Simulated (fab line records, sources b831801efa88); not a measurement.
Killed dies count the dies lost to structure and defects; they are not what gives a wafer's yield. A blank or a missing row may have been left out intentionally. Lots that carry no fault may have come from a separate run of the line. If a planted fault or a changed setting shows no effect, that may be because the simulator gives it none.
A struck lot beside a sound one ; flow sky130 ; 16 out of 708 route steps
Sound: the wafers L818.1, L818.4, L818.6. Struck: wafers L820.1, L820.3, L820.6. The cause is named last.
Order at every step that has rows: each side's tool, ch and its chambers, its first start. Under that, the readings that differ: sound wafers ; struck wafers ; difference of the means ; sigmas: that difference in standard deviations of wafers without a fault.
alike: readings whose means differ by less than 2 such deviations, and words and numbers that are the same on both sides. not compared: withheld readings, readings that some wafer has no value for, bounds like >300 that may hide the same value, and numbers for which the record gives no deviation and whose values overlap.
A row with sigmas, a row that says differs or no value, or rows on one side alone: a step with any of these is where the two part. Numbers that have no deviation but don't overlap get no sigmas and don't part them. A reading that every wafer of one side lacks parts them only if that side has two wafers or more.

SKY_POLY_GATE_THK_MEAS_04:
  sound on film metro-01 at day 16 22:31; struck on film metro-04 at day 17 15:02
  alike: POLY_GATE_CVD_03_THK
then, 4 steps without rows for these wafers: SKY_POLY_GATE_DEHYDRATE_05 (time 60 s); SKY_POLY_GATE_HMDS_06 (prime time 60 s); SKY_POLY_GATE_COAT_07 (resist thk 110 nm); SKY_POLY_GATE_COAT_08 (resist thk 450 nm).
SKY_POLY_GATE_SOFTBAKE_09: time 92.93 s.
  sound on litho track-03 ch 0; struck on litho track-02 ch 0
  alike: plate sensor t centre C, plate sensor t edge C
then, 3 steps without rows for these wafers: SKY_POLY_GATE_EXPOSE_10 (exposes mask P1M, target cd 150 nm); SKY_POLY_GATE_PEB_11; SKY_POLY_GATE_DEVELOP_12 (develop time 60 s).
SKY_POLY_GATE_CD_MEAS_13: target cd 150 nm.
  sound on cd sem-02 at day 18 03:04; struck on cd sem-01 at day 18 19:20
  alike: cd nm
SKY_POLY_GATE_OVL_MEAS_14:
  sound on overlay-01 at day 18 03:11; struck on overlay-02 at day 18 19:27
  alike: POLY_GATE_OVL
SKY_POLY_GATE_ETCH_15: etches BARC in N2/H2, stops on SiO2, time 118.5 s, target depth 110 nm.
  sound on rie diel-02 ch 0,1,3, day 18 03:13; struck on rie diel-01 ch 0,2,3, day 18 19:29
  alike: bias w, chamber pressure mTorr, drypump motor current A, oes product au, throttle valve pct
  not compared: rf hours counter h
SKY_POLY_GATE_ETCH_16: etches Si3N4 in CH3F/O2, stops on poly-Si, time 147.5 s, target depth 75 nm.
  sound on rie diel-02 ch 0,1,3, day 18 03:19; struck on rie diel-01 ch 0,2,3, day 18 19:34
  no value came back on the struck wafers for any of 6 readings (O2_flow_sccm (sccm), bias w (W) and others); on the sound wafers O2_flow_sccm (sccm) reads 30.08 30.04 29.96
reading;sound;struck;difference;sigmas
model.KrF-thick_of_POLY_GATE_COAT_08.thk nm (nm);238.5 232.7 234.6;342.5 345.3 343.5;+108.5;
  not compared: rf hours counter h
SKY_POLY_GATE_ETCH_17: etches poly-Si in HBr/Cl2, stops on SiO2, target depth 180 nm, time 70.5 s.
  sound on rie si-01 ch 1,3, day 18 03:25; struck on rie si-02 ch 0,2,3, day 18 19:40
reading;sound;struck;difference;sigmas
model.KrF-thick_of_POLY_GATE_COAT_08.thk nm (nm);143.7 138 140.3;250.4 250.1 248.3;+108.9;
  alike: HBr_flow_sccm, bias w, drypump motor current A, oes product au, throttle valve pct
  not compared: rf hours counter h
SKY_POLY_GATE_STRIP_18: strips in O2/N2.
  sound on plasma asher-04 ch 0,1, day 18 03:28; struck on plasma asher-03 ch 0,1, day 18 19:43
reading;sound;struck;difference;sigmas
oes product au (a.u.);0.369 0.358 0.370;0.421 0.409 0.400;+0.044;+10
strip time to endpoint s (s);3.20 3.13 3.19;4.35 4.34 4.32;+1.16;+32
  alike: drypump motor current A
  not compared: rf hours counter h
then, 1 step without rows for these wafers: SKY_POLY_GATE_CLEAN_19 (cleans in SC1/SC2, time 150 s).

WHERE THEY PART
At SKY_POLY_GATE_ETCH_16 first; at SKY_POLY_GATE_STRIP_18 last (within this record only).

WHY: whatever the simulator had introduced
Step skipped in full: rie diel-01, at SKY_POLY_GATE_ETCH_16, from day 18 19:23 onward. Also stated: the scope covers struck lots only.
